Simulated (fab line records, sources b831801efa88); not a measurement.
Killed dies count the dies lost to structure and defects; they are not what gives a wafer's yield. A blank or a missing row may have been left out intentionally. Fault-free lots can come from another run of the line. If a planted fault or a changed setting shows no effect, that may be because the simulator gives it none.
fab line records | flow sky130 | part 1 of 2: steps 1 to 42 of 43
record: lots: 6 | wafers: 18 | last-day: 50
route steps=708 shown LI_CONTACT@366 LOCAL_INTERCONNECT@387 CONTACT@406 PAD_OPEN@708
lots that met no fault: taken from a fault-free run of the same line
start-h: the number of hours between the record's first day and the start of the first shown wafer of the lot | wait-h: how many hours have passed since the lot's step before this one | " repeats the value in the row above | L1.1+2: a row that stands for several wafers | - no value, or no start given | * or withheld: withheld | < > ~ a bound
route shown NAME@n: NAME is a module with steps in the file, n the number in the route of the first one | usual: average and standard deviation across the fault-free wafers | same: alike in all rows | chamber/n: place in a boat | sites: each site's reading | _std_site: how widely they spread, as a standard deviation | _edge_site: the outer-site mean with the inner-site mean subtracted | radius-mm: how far each site lies from the wafer's centre | mask NAME#n: copy n | behind: the last tool/chamber to shape the wafer | hold: reason for holding the lot/hours on hold/outcome of the hold | device: the n, p or np transistor that did not switch | end of line: the same wafers' tests at the end of the route | a step with no rows: only its recipe | killed: count of dies lost to structure and defects at first sort (not the wafer's yield) | map: the dies of a wafer, with x for killed, . for not killed, _ for no die there
set.NAME: the setting as run; set.NAME@STEP: as run at that earlier step | model.NAME: the simulator's own value behind a step, which no gauge read
lots seen at some steps along the route; tables by step, rows by wafer
services: the hour from which a tool's chamber was out of use, counted from the record's first day as start-h (under 0 if before that day), plus the number of hours and why
== steps ==
step: SKY_LI_CONTACT_DEHYDRATE_04
recipe: temp-c: 200 | time-s: 60
step: SKY_LI_CONTACT_HMDS_05
recipe: prime-time-s: 60 | prime-temp-c: 120
step: SKY_LI_CONTACT_COAT_06
recipe: resist: BARC | temp-c: withheld | time-s: withheld | spin-rpm: 3000 | resist-thk-nm: 60
step: SKY_LI_CONTACT_COAT_07
recipe: resist: KrF-thick | spin-rpm: 3000 | resist-thk-nm: 450
step: SKY_LI_CONTACT_SOFTBAKE_08
recipe: temp-c: 100 | time-s: 90 | resist: KrF-thick
step: SKY_LI_CONTACT_EXPOSE_09
recipe: mask-id: LICM1 | na: 0.8 | source-shape: annular | sigma-inner: 0.55 | sigma-outer: 0.85 | target-cd-nm: 170 | dose-mj: 38
step: SKY_LI_CONTACT_PEB_10
recipe: peb-temp-c: withheld | peb-time-s: withheld | resist: KrF-thick
step: SKY_LI_CONTACT_DEVELOP_11
recipe: develop-time-s: 60 | resist: KrF-thick | dev-temp-c: 21
step: SKY_LI_CONTACT_CD_MEAS_12
recipe: target-cd-nm: 170
usual: cd-nm: 170.0/1.7
lot.wafer | tool      | chamber | start-h | wait-h | cd-nm
L804.2    | cd-sem-01 | -       | 710.19  | -      | 171.9
L804.4    | "         | -       | "       | "      | 170.4
L804.6    | "         | -       | "       | "      | 170.2
L814.3    | cd-sem-01 | -       | 778.46  | -      | 169.0
L814.4    | "         | -       | "       | "      | 168.1
L814.5    | "         | -       | "       | "      | 168.7
L820.3    | cd-sem-01 | -       | 798.10  | -      | 170.3
L820.4    | "         | -       | "       | "      | 170.8
L820.6    | "         | -       | "       | "      | 170.2
L823.2    | cd-sem-02 | -       | 831.09  | -      | 170.9
L823.4    | "         | -       | "       | "      | 170.8
L823.5    | "         | -       | "       | "      | 171.0
L824.1    | cd-sem-01 | -       | 841.01  | -      | 171.5
L824.3    | "         | -       | "       | "      | 171.4
L824.6    | "         | -       | "       | "      | 171.2
L827.1    | cd-sem-01 | -       | 842.92  | -      | 170.9
L827.3    | "         | -       | "       | "      | 169.3
L827.5    | "         | -       | "       | "      | 169.4
step: SKY_LI_CONTACT_OVL_MEAS_13
usual: LI_CONTACT_OVL: -4/5.2
lot.wafer | tool       | chamber | start-h | wait-h | LI_CONTACT_OVL[nm]
L804.2    | overlay-02 | -       | 710.30  | 0.1    | -9
L804.4    | "          | -       | "       | "      | -11
L804.6    | "          | -       | "       | "      | -18
L814.3    | overlay-01 | -       | 778.56  | 0.1    | -8
L814.4    | "          | -       | "       | "      | -5
L814.5    | "          | -       | "       | "      | -5
L820.3    | overlay-01 | -       | 798.19  | 0.1    | -11
L820.4    | "          | -       | "       | "      | -4
L820.6    | "          | -       | "       | "      | -17
L823.2    | overlay-02 | -       | 831.19  | 0.1    | -8
L823.4    | "          | -       | "       | "      | 6
L823.5    | "          | -       | "       | "      | -13
L824.1    | overlay-01 | -       | 841.13  | 0.1    | 5
L824.3    | "          | -       | "       | "      | 1
L824.6    | "          | -       | "       | "      | 0
L827.1    | overlay-01 | -       | 843.04  | 0.1    | -1
L827.3    | "          | -       | "       | "      | -1
L827.5    | "          | -       | "       | "      | -5
step: SKY_LI_CONTACT_ETCH_14
recipe: chemistry: N2/H2 | target: BARC | ion-energy-ev: 200 | source-w: 500 | bias-w: 100 | pressure-mtorr: 30 | n2-flow-sccm: 100 | h2-flow-sccm: 200 | stop-on: SiO2 | time-s: 45.9 | target-depth-a: 600
step: SKY_LI_CONTACT_ETCH_15
recipe: target: PSG | chemistry: C4F8/O2/Ar | stop-on: Si | taper-deg: 4.15 | mask-material: KrF-thick | source-w: 1500 | bias-w: 1200 | pressure-mtorr: 40 | c4f8-flow-sccm: withheld | O2_flow_sccm: 6 | Ar_flow_sccm: 300 | time-s: withheld | target-depth-a: 6000
step: SKY_LI_CONTACT_STRIP_16
recipe: chemistry: O2/N2 | power-w: 1400 | pressure-mtorr: 1500 | platen-temp-c: withheld | o2-flow-sccm: 3000 | n2-flow-sccm: 300 | overash-fraction: 0.5
usual: drypump-motor-current-A: 5.73/0.27 | oes-product-au: 0.376/0.0049 | strip-time-to-endpoint-s: 3.50/0.034
lot.wafer | tool            | chamber | start-h | wait-h | drypump-motor-current-A | oes-product-au | rf-hours-counter-h | strip-time-to-endpoint-s
L804.2    | plasma-asher-01 | 1       | 710.46  | -      | 5.68                    | 0.369          | 28                 | 3.49
L804.4    | "               | 1       | "       | "      | 5.65                    | 0.371          | -                  | 3.44
L804.6    | "               | 0       | "       | "      | 5.83                    | 0.379          | -                  | 3.48
L814.3    | plasma-asher-04 | 1       | 778.74  | -      | 6.01                    | 0.379          | -                  | 3.51
L814.4    | "               | 0       | "       | "      | 5.58                    | 0.384          | -                  | 3.50
L814.5    | "               | 0       | "       | "      | 5.60                    | 0.376          | -                  | 3.44
L820.3    | plasma-asher-03 | 1       | 798.38  | -      | 5.26                    | 0.377          | -                  | 3.51
L820.4    | "               | 0       | "       | "      | 5.99                    | 0.381          | -                  | 3.56
L820.6    | "               | 0       | "       | "      | 6.02                    | 0.383          | -                  | 3.48
L823.2    | plasma-asher-04 | 1       | 831.35  | -      | 6.01                    | 0.376          | 8                  | 3.55
L823.4    | "               | 1       | "       | "      | 6.01                    | 0.377          | -                  | 3.48
L823.5    | "               | 0       | "       | "      | 5.59                    | 0.382          | -                  | 3.55
L824.1    | plasma-asher-04 | 1       | 841.30  | -      | 6.01                    | 0.372          | 10                 | 3.49
L824.3    | "               | 1       | "       | "      | 6.01                    | 0.380          | -                  | 3.51
L824.6    | "               | 1       | "       | "      | 6.01                    | 0.377          | -                  | 3.48
L827.1    | plasma-asher-03 | 0       | 843.21  | -      | 5.98                    | 0.372          | 69                 | 3.48
L827.3    | "               | 1       | "       | "      | 5.28                    | 0.376          | -                  | 3.47
L827.5    | "               | 0       | "       | "      | 6.00                    | 0.373          | -                  | 3.48
step: SKY_LI_CONTACT_CLEAN_17
recipe: chemistry: NMP | time-s: 600 | temp-c: 60 | dry: n2-spin
step: SKY_LI_CONTACT_PRE_CLEAN_18
recipe: gas: Ar | time-s: 5.6 | bias-v: 358
step: SKY_LI_CONTACT_SPUTTER_19
recipe: material: Ti | target-thk-nm: 20 | chamber-pressure-pa: 5 | power-w: 2500 | substrate-temp-c: 200 | time-s: 106.37
step: SKY_LI_CONTACT_SPUTTER_20
recipe: material: TiN | target-thk-nm: 20 | chamber-pressure-pa: 5 | power-w: 4000 | time-s: 80
step: SKY_LI_CONTACT_CVD_21
recipe: material: W | target-thk-nm: 400 | time-s: 120.56 | temp-c: 400 | pressure-torr: 40
usual: heater-power-w: 928/95
lot.wafer | tool     | chamber | start-h | wait-h | heater-power-w | since-wet-clean-h
L804.2    | cvd-w-02 | 1       | 710.89  | 0.0    | 909            | 807
L804.4    | "        | 1       | "       | "      | 936            | -
L804.6    | "        | 1       | "       | "      | 947            | -
L814.3    | cvd-w-02 | 1       | 779.18  | 0.1    | 920            | -
L814.4    | "        | 0       | "       | "      | 1024           | -
L814.5    | "        | 1       | "       | "      | 947            | -
L820.3    | cvd-w-02 | 0       | 798.91  | 0.1    | 1003           | -
L820.4    | "        | 1       | "       | "      | 945            | -
L820.6    | "        | 0       | "       | "      | 1045           | -
L823.2    | cvd-w-01 | 0       | 831.80  | 0.0    | 954            | 428
L823.4    | "        | 0       | "       | "      | 955            | -
L823.5    | "        | 0       | "       | "      | 999            | -
L824.1    | cvd-w-01 | 1       | 841.74  | 0.0    | 785            | 438
L824.3    | "        | 0       | "       | "      | 996            | -
L824.6    | "        | 0       | "       | "      | 968            | -
L827.1    | cvd-w-02 | 0       | 843.64  | 0.0    | 1030           | 940
L827.3    | "        | 0       | "       | "      | 1046           | -
L827.5    | "        | 1       | "       | "      | 933            | -
step: SKY_LI_CONTACT_RS_MEAS_22
recipe: thk-meas-gauge: four-point-probe | reads: W_of_LI_CONTACT_CVD_21+TiN_of_LI_CONTACT_SPUTTER_20+Ti_of_LI_CONTACT_SPUTTER_19
usual: LI_CONTACT_W_RS: 0.2848/0.0026
lot.wafer | tool          | chamber | start-h | wait-h | LI_CONTACT_W_RS[ohm/sq]
L804.2    | film-metro-01 | -       | 711.03  | 0.1    | 0.2847
L804.4    | "             | -       | "       | "      | 0.2858
L804.6    | "             | -       | "       | "      | 0.2847
L814.3    | film-metro-01 | -       | 779.30  | 0.1    | 0.2842
L814.4    | "             | -       | "       | "      | 0.2854
L814.5    | "             | -       | "       | "      | 0.2805
L820.3    | film-metro-01 | -       | 799.03  | 0.1    | 0.2806
L820.4    | "             | -       | "       | "      | 0.2810
L820.6    | "             | -       | "       | "      | 0.2843
L823.2    | film-metro-04 | -       | 831.94  | 0.1    | 0.2849
L823.4    | "             | -       | "       | "      | 0.2861
L823.5    | "             | -       | "       | "      | 0.2815
L824.1    | film-metro-01 | -       | 841.87  | 0.1    | 0.2827
L824.3    | "             | -       | "       | "      | 0.2828
L824.6    | "             | -       | "       | "      | 0.2847
L827.1    | film-metro-01 | -       | 843.76  | 0.1    | 0.2904
L827.3    | "             | -       | "       | "      | 0.2870
L827.5    | "             | -       | "       | "      | 0.2825
step: SKY_LI_CONTACT_THK_MEAS_23
recipe: thk-meas-gauge: xrf | reads: W_of_LI_CONTACT_CVD_21
usual: LI_CONTACT_W_THK: 405/4.5
lot.wafer | tool          | chamber | start-h | wait-h | LI_CONTACT_W_THK[nm]
L804.2    | film-metro-01 | -       | 711.14  | 0.1    | 404
L804.4    | "             | -       | "       | "      | 404
L804.6    | "             | -       | "       | "      | 403
L814.3    | film-metro-01 | -       | 779.40  | 0.1    | 404
L814.4    | "             | -       | "       | "      | 404
L814.5    | "             | -       | "       | "      | 409
L820.3    | film-metro-01 | -       | 799.13  | 0.1    | 408
L820.4    | "             | -       | "       | "      | 410
L820.6    | "             | -       | "       | "      | 405
L823.2    | film-metro-04 | -       | 832.05  | 0.1    | 403
L823.4    | "             | -       | "       | "      | 400
L823.5    | "             | -       | "       | "      | 407
L824.1    | film-metro-01 | -       | 841.99  | 0.1    | 410
L824.3    | "             | -       | "       | "      | 408
L824.6    | "             | -       | "       | "      | 407
L827.1    | film-metro-01 | -       | 843.88  | 0.1    | 399
L827.3    | "             | -       | "       | "      | 403
L827.5    | "             | -       | "       | "      | 412
step: SKY_LI_CONTACT_CMP_24
recipe: stop-on: PSG | t-overpolish-s: 20 | down-force-psi: 3.5 | platen-rpm: 60 | target-thk-nm: 0 | pad-velocity-m-s: 0.94248
usual: edge-zone-pressure-frac: 1.000/0.0046 | motor-current-A: 11.7/1 | overpolish-run-s: 20.001/0.0087 | time-to-endpoint-s: 97/4.3
lot.wafer | tool   | chamber | start-h | wait-h | edge-zone-pressure-frac | motor-current-A | overpolish-run-s | time-to-endpoint-s
L804.2    | cmp-01 | 1       | 711.29  | 0.1    | 1.001                   | 11.0            | 20.010           | 94
L804.4    | "      | 2       | "       | "      | 0.995                   | 12.0            | 19.986           | 95
L804.6    | "      | 3       | "       | "      | 0.996                   | 10.8            | 19.992           | 99
L814.3    | cmp-02 | 1       | 779.44  | 0.0    | 1.005                   | 12.6            | 20.008           | 92
L814.4    | "      | 2       | "       | "      | 0.999                   | 10.8            | 20.016           | 90
L814.5    | "      | 2       | "       | "      | 1.002                   | 10.6            | 19.991           | 97
L820.3    | cmp-01 | 0       | 799.17  | 0.0    | 1.006                   | 10.6            | 20.011           | 105
L820.4    | "      | 2       | "       | "      | 1.005                   | 12.9            | 19.999           | 103
L820.6    | "      | 0       | "       | "      | 0.998                   | 10.4            | 20.008           | 100
L823.4    | cmp-01 | 0       | 832.20  | 0.1    | 0.999                   | 11.0            | 20.009           | 97
L823.2    | "      | 1       | "       | "      | 1.004                   | 10.8            | 20.004           | 94
L823.5    | "      | 3       | "       | "      | 0.994                   | 10.7            | 19.992           | 100
L824.1    | cmp-02 | 1       | 842.05  | 0.1    | 0.999                   | 12.3            | 19.996           | 93
L824.3    | "      | 3       | "       | "      | 1.006                   | 11.9            | 19.992           | 99
L824.6    | "      | 2       | "       | "      | 1.002                   | 11.1            | 19.996           | 98
L827.1    | cmp-02 | 3       | 844.04  | 0.1    | 0.999                   | 11.4            | 20.022           | 94
L827.3    | "      | 0       | "       | "      | 0.999                   | 13.1            | 20.008           | 99
L827.5    | "      | 2       | "       | "      | 1.006                   | 10.6            | 20.000           | 97
step: SKY_LOCAL_INTERCONNECT_SPUTTER_00
recipe: material: TiN | target-thk-nm: 100 | temp-c: 300 | power-w: 6500 | time-s: 83.3 | chamber-pressure-pa: 0.4
usual: throttle-valve-pct: 29.9/1.2
lot.wafer | tool           | chamber | start-h | wait-h | throttle-valve-pct
L804.2    | pvd-sputter-01 | -       | 711.49  | 0.1    | 29.1
L804.4    | "              | -       | "       | "      | 29.4
L804.6    | "              | -       | "       | "      | 29.3
L814.3    | pvd-sputter-04 | -       | 779.74  | 0.2    | 29.1
L814.4    | "              | -       | "       | "      | 30.4
L814.5    | "              | -       | "       | "      | 30.3
L820.3    | pvd-sputter-02 | -       | 799.47  | 0.2    | 31.4
L820.4    | "              | -       | "       | "      | 29.3
L820.6    | "              | -       | "       | "      | 31.2
L823.2    | pvd-sputter-04 | -       | 832.40  | 0.1    | 29.1
L823.4    | "              | -       | "       | "      | 32.1
L823.5    | "              | -       | "       | "      | 32.2
L824.1    | pvd-sputter-02 | -       | 842.35  | 0.2    | 31.4
L824.3    | "              | -       | "       | "      | 30.0
L824.6    | "              | -       | "       | "      | 31.1
L827.1    | pvd-sputter-04 | -       | 844.24  | 0.1    | 30.3
L827.3    | "              | -       | "       | "      | 28.9
L827.5    | "              | -       | "       | "      | 30.3
step: SKY_LOCAL_INTERCONNECT_RS_MEAS_01
recipe: thk-meas-gauge: four-point-probe | reads: TiN_of_LOCAL_INTERCONNECT_SPUTTER_00
usual: LOCAL_INTERCONNECT_TIN_RS: 14.12/0.14
lot.wafer | tool          | chamber | start-h | wait-h | LOCAL_INTERCONNECT_TIN_RS[ohm/sq]
L804.2    | film-metro-04 | -       | 711.58  | 0.1    | 14.01
L804.4    | "             | -       | "       | "      | 14.02
L804.6    | "             | -       | "       | "      | 14.06
L814.3    | film-metro-02 | -       | 779.89  | 0.1    | 13.99
L814.4    | "             | -       | "       | "      | 14.08
L814.5    | "             | -       | "       | "      | 14.00
L820.3    | film-metro-03 | -       | 799.57  | 0.1    | 14.17
L820.4    | "             | -       | "       | "      | 14.11
L820.6    | "             | -       | "       | "      | 14.18
L823.2    | film-metro-02 | -       | 832.48  | 0.1    | 13.98
L823.4    | "             | -       | "       | "      | 13.93
L823.5    | "             | -       | "       | "      | 13.91
L824.1    | film-metro-02 | -       | 842.41  | 0.0    | 14.15
L824.3    | "             | -       | "       | "      | 14.19
L824.6    | "             | -       | "       | "      | 14.17
L827.1    | film-metro-03 | -       | 844.31  | 0.0    | 14.25
L827.3    | "             | -       | "       | "      | 14.22
L827.5    | "             | -       | "       | "      | 14.20
step: SKY_LOCAL_INTERCONNECT_THK_MEAS_02
recipe: thk-meas-gauge: xrf | reads: TiN_of_LOCAL_INTERCONNECT_SPUTTER_00
usual: LOCAL_INTERCONNECT_TIN_THK: 100.9/1
lot.wafer | tool          | chamber | start-h | wait-h | LOCAL_INTERCONNECT_TIN_THK[nm]
L804.2    | film-metro-04 | -       | 711.69  | 0.1    | 101.4
L804.4    | "             | -       | "       | "      | 101.3
L804.6    | "             | -       | "       | "      | 100.8
L814.3    | film-metro-02 | -       | 779.99  | 0.1    | 102.1
L814.4    | "             | -       | "       | "      | 101.6
L814.5    | "             | -       | "       | "      | 102.2
L820.3    | film-metro-03 | -       | 799.67  | 0.1    | 100.1
L820.4    | "             | -       | "       | "      | 100.6
L820.6    | "             | -       | "       | "      | 100.2
L823.2    | film-metro-02 | -       | 832.59  | 0.1    | 102.1
L823.4    | "             | -       | "       | "      | 102.1
L823.5    | "             | -       | "       | "      | 103.0
L824.1    | film-metro-02 | -       | 842.53  | 0.1    | 101.2
L824.3    | "             | -       | "       | "      | 100.1
L824.6    | "             | -       | "       | "      | 100.8
L827.1    | film-metro-03 | -       | 844.43  | 0.1    | 100.2
L827.3    | "             | -       | "       | "      | 100.8
L827.5    | "             | -       | "       | "      | 100.5
step: SKY_LOCAL_INTERCONNECT_DEHYDRATE_03
recipe: temp-c: 200 | time-s: 60
step: SKY_LOCAL_INTERCONNECT_HMDS_04
recipe: prime-time-s: 60 | prime-temp-c: 120
step: SKY_LOCAL_INTERCONNECT_COAT_05
recipe: resist: BARC | temp-c: withheld | time-s: withheld | spin-rpm: 3000 | resist-thk-nm: 60
step: SKY_LOCAL_INTERCONNECT_COAT_06
recipe: resist: KrF-thick | spin-rpm: 3019 | resist-thk-nm: 450
step: SKY_LOCAL_INTERCONNECT_SOFTBAKE_07
recipe: temp-c: 100 | time-s: 90 | resist: KrF-thick
step: SKY_LOCAL_INTERCONNECT_EXPOSE_08
recipe: mask-id: LI1M | na: 0.8 | source-shape: annular | sigma-inner: 0.55 | sigma-outer: 0.85 | target-cd-nm: 170 | dose-mj: 28
step: SKY_LOCAL_INTERCONNECT_PEB_09
recipe: peb-temp-c: withheld | peb-time-s: withheld | resist: KrF-thick
step: SKY_LOCAL_INTERCONNECT_DEVELOP_10
recipe: develop-time-s: 60 | resist: KrF-thick | dev-temp-c: 21
step: SKY_LOCAL_INTERCONNECT_CD_MEAS_11
recipe: target-cd-nm: 170
usual: cd-nm: 170.3/1.4
lot.wafer | tool      | chamber | start-h | wait-h | cd-nm
L804.2    | cd-sem-01 | -       | 738.75  | -      | 166.3
L804.4    | "         | -       | "       | "      | 168.1
L804.6    | "         | -       | "       | "      | 169.6
L814.3    | cd-sem-01 | -       | 805.71  | -      | 170.3
L814.4    | "         | -       | "       | "      | 170.0
L814.5    | "         | -       | "       | "      | 170.8
L820.3    | cd-sem-02 | -       | 832.86  | -      | 168.7
L820.4    | "         | -       | "       | "      | 170.9
L820.6    | "         | -       | "       | "      | 170.0
L823.2    | cd-sem-02 | -       | 858.70  | -      | 171.8
L823.4    | "         | -       | "       | "      | 172.0
L823.5    | "         | -       | "       | "      | 172.1
L824.1    | cd-sem-02 | -       | 868.33  | -      | 172.7
L824.3    | "         | -       | "       | "      | 171.4
L824.6    | "         | -       | "       | "      | 172.7
L827.1    | cd-sem-02 | -       | 870.42  | -      | 171.6
L827.3    | "         | -       | "       | "      | 171.4
L827.5    | "         | -       | "       | "      | 170.3
step: SKY_LOCAL_INTERCONNECT_OVL_MEAS_12
usual: LOCAL_INTERCONNECT_OVL: -2/5.4
lot.wafer | tool       | chamber | start-h | wait-h | LOCAL_INTERCONNECT_OVL[nm]
L804.2    | overlay-02 | -       | 738.86  | 0.1    | -8
L804.4    | "          | -       | "       | "      | -4
L804.6    | "          | -       | "       | "      | -9
L814.3    | overlay-01 | -       | 805.80  | 0.1    | -12
L814.4    | "          | -       | "       | "      | -7
L814.5    | "          | -       | "       | "      | -7
L820.3    | overlay-02 | -       | 832.96  | 0.1    | 9
L820.4    | "          | -       | "       | "      | 1
L820.6    | "          | -       | "       | "      | 8
L823.2    | overlay-02 | -       | 858.81  | 0.1    | 5
L823.4    | "          | -       | "       | "      | 0
L823.5    | "          | -       | "       | "      | 3
L824.1    | overlay-02 | -       | 868.45  | 0.1    | -6
L824.3    | "          | -       | "       | "      | -4
L824.6    | "          | -       | "       | "      | -3
L827.1    | overlay-02 | -       | 870.54  | 0.1    | -5
L827.3    | "          | -       | "       | "      | -6
L827.5    | "          | -       | "       | "      | -2
step: SKY_LOCAL_INTERCONNECT_ETCH_13
recipe: chemistry: N2/H2 | target: BARC | ion-energy-ev: 200 | bias-w: 100 | pressure-mtorr: 30 | n2-flow-sccm: 100 | h2-flow-sccm: 200 | icp-w: 500 | stop-on: SiO2 | time-s: 45.9 | target-depth-a: 600
usual: drypump-motor-current-A: 5.9/0.36 | oes-product-au: 0.854/0.0047 | throttle-valve-pct: 13.225/0.0094
lot.wafer | tool         | chamber | start-h | wait-h | drypump-motor-current-A | oes-product-au | rf-hours-counter-h | throttle-valve-pct
L804.2    | rie-metal-04 | 0       | 738.89  | 0.0    | 5.4                     | 0.851          | 3                  | 13.225
L804.4    | "            | 1       | "       | "      | 6.4                     | 0.853          | -                  | 13.226
L804.6    | "            | 1       | "       | "      | 6.4                     | 0.861          | -                  | 13.222
L814.3    | rie-metal-03 | 1       | 805.84  | 0.0    | 6.0                     | 0.865          | -                  | 13.214
L814.4    | "            | 0       | "       | "      | 5.5                     | 0.851          | -                  | 13.223
L814.5    | "            | 1       | "       | "      | 6.0                     | 0.848          | -                  | 13.214
L820.3    | rie-metal-04 | 1       | 833.00  | 0.0    | 6.4                     | 0.857          | -                  | 13.221
L820.4    | "            | 0       | "       | "      | 5.3                     | 0.853          | -                  | 13.243
L820.6    | "            | 0       | "       | "      | 5.4                     | 0.855          | -                  | 13.227
L823.2    | rie-metal-04 | 1       | 858.84  | 0.0    | 6.4                     | 0.857          | 4                  | 13.217
L823.4    | "            | 0       | "       | "      | 5.3                     | 0.849          | -                  | 13.232
L823.5    | "            | 1       | "       | "      | 6.3                     | 0.856          | -                  | 13.226
L824.1    | rie-metal-02 | 0       | 868.49  | 0.0    | 5.9                     | 0.854          | 6                  | 13.220
L824.3    | "            | 1       | "       | "      | 6.1                     | 0.841          | -                  | 13.231
L824.6    | "            | 0       | "       | "      | 5.9                     | 0.853          | -                  | 13.215
L827.1    | rie-metal-03 | 1       | 870.57  | 0.0    | 6.0                     | 0.859          | 14                 | 13.224
L827.3    | "            | 0       | "       | "      | 5.5                     | 0.855          | -                  | 13.219
L827.5    | "            | 0       | "       | "      | 5.5                     | 0.852          | -                  | 13.234
step: SKY_LOCAL_INTERCONNECT_METAL_ETCH_14
recipe: target-depth-nm: 110 | stop-on: PSG | chemistry: Cl2/BCl3 | target: TiN | resist-sidewall-deg: 88 | pressure-mtorr: 10 | icp-w: 900 | bias-w: 48.5 | Cl2_flow_sccm: 60 | bcl3-flow-sccm: 30 | time-s: 31.4
usual: bcl3-flow-sccm: 30.00/0.075 | drypump-motor-current-A: 5.9/0.36 | oes-product-au: 0.942/0.0065 | throttle-valve-pct: 21.900/0.0097
lot.wafer | tool         | chamber | start-h | wait-h | bcl3-flow-sccm | drypump-motor-current-A | oes-product-au | rf-hours-counter-h | throttle-valve-pct
L804.2    | rie-metal-04 | 0       | 738.95  | 0.0    | 30.00          | 5.3                     | 0.951          | 3                  | 21.894
L804.4    | "            | 1       | "       | "      | 29.92          | 6.4                     | 0.943          | -                  | 21.901
L804.6    | "            | 1       | "       | "      | 30.04          | 6.4                     | 0.941          | -                  | 21.878
L814.3    | rie-metal-03 | 1       | 805.90  | 0.0    | 29.90          | 6.0                     | 0.950          | -                  | 21.902
L814.4    | "            | 0       | "       | "      | 29.92          | 5.5                     | 0.942          | -                  | 21.886
L814.5    | "            | 1       | "       | "      | 29.87          | 6.0                     | 0.946          | -                  | 21.895
L820.3    | rie-metal-04 | 1       | 833.06  | 0.0    | 30.02          | 6.3                     | 0.932          | -                  | 21.896
L820.4    | "            | 0       | "       | "      | 29.95          | 5.3                     | 0.943          | -                  | 21.886
L820.6    | "            | 0       | "       | "      | 29.94          | 5.3                     | 0.943          | -                  | 21.903
L823.2    | rie-metal-04 | 1       | 858.90  | 0.0    | 30.11          | 6.4                     | 0.947          | 4                  | 21.891
L823.4    | "            | 0       | "       | "      | 30.06          | 5.3                     | 0.945          | -                  | 21.889
L823.5    | "            | 1       | "       | "      | 30.10          | 6.4                     | 0.942          | -                  | 21.897
L824.1    | rie-metal-02 | 0       | 868.55  | 0.0    | 30.13          | 5.9                     | 0.941          | 6                  | 21.900
L824.3    | "            | 1       | "       | "      | 29.97          | 6.1                     | 0.947          | -                  | 21.904
L824.6    | "            | 0       | "       | "      | 30.01          | 5.9                     | 0.938          | -                  | 21.901
L827.1    | rie-metal-03 | 1       | 870.64  | 0.0    | 30.01          | 6.0                     | 0.939          | 14                 | 21.910
L827.3    | "            | 0       | "       | "      | 30.01          | 5.5                     | 0.934          | -                  | 21.906
L827.5    | "            | 0       | "       | "      | 30.04          | 5.5                     | 0.947          | -                  | 21.921
step: SKY_LOCAL_INTERCONNECT_STRIP_15
recipe: chemistry: O2/N2 | power-w: 1400 | pressure-mtorr: 1500 | platen-temp-c: withheld | o2-flow-sccm: 3000 | n2-flow-sccm: 300 | overash-fraction: 0.5
step: SKY_LOCAL_INTERCONNECT_STRIP_16
recipe: chemistry: post-etch-residue-remover | time-s: 1200 | temp-c: 72.5
step: SKY_LOCAL_INTERCONNECT_CLEAN_17
recipe: chemistry: IPA | time-s: 180 | temp-c: 25
step: SKY_LOCAL_INTERCONNECT_CLEAN_18
recipe: chemistry: O3/DIW | dry: n2-spin
step: SKY_CONTACT_CVD_00
recipe: material: Si3N4 | target-thk-nm: 75 | temp-c: 400 | time-s: withheld | rf-w: 450
step: SKY_CONTACT_THK_MEAS_01
recipe: reads: Si3N4_of_CONTACT_CVD_00
usual: CONTACT_CVD_00_THK: 75.3/0.91
lot.wafer | tool          | chamber | start-h | wait-h | CONTACT_CVD_00_THK[nm]
L804.2    | film-metro-03 | -       | 739.65  | -      | 75.0
L804.4    | "             | -       | "       | "      | 76.2
L804.6    | "             | -       | "       | "      | 75.8
L814.3    | film-metro-03 | -       | 806.63  | -      | 75.3
L814.4    | "             | -       | "       | "      | 77.1
L814.5    | "             | -       | "       | "      | 76.8
L820.3    | film-metro-01 | -       | 833.75  | -      | 75.4
L820.4    | "             | -       | "       | "      | 76.2
L820.6    | "             | -       | "       | "      | 75.2
L823.2    | film-metro-02 | -       | 859.59  | -      | 74.1
L823.4    | "             | -       | "       | "      | 76.0
L823.5    | "             | -       | "       | "      | 76.5
L824.1    | film-metro-01 | -       | 869.26  | -      | 74.6
L824.3    | "             | -       | "       | "      | 75.0
L824.6    | "             | -       | "       | "      | 75.4
L827.1    | film-metro-02 | -       | 871.32  | -      | 73.7
L827.3    | "             | -       | "       | "      | 75.0
L827.5    | "             | -       | "       | "      | 75.5
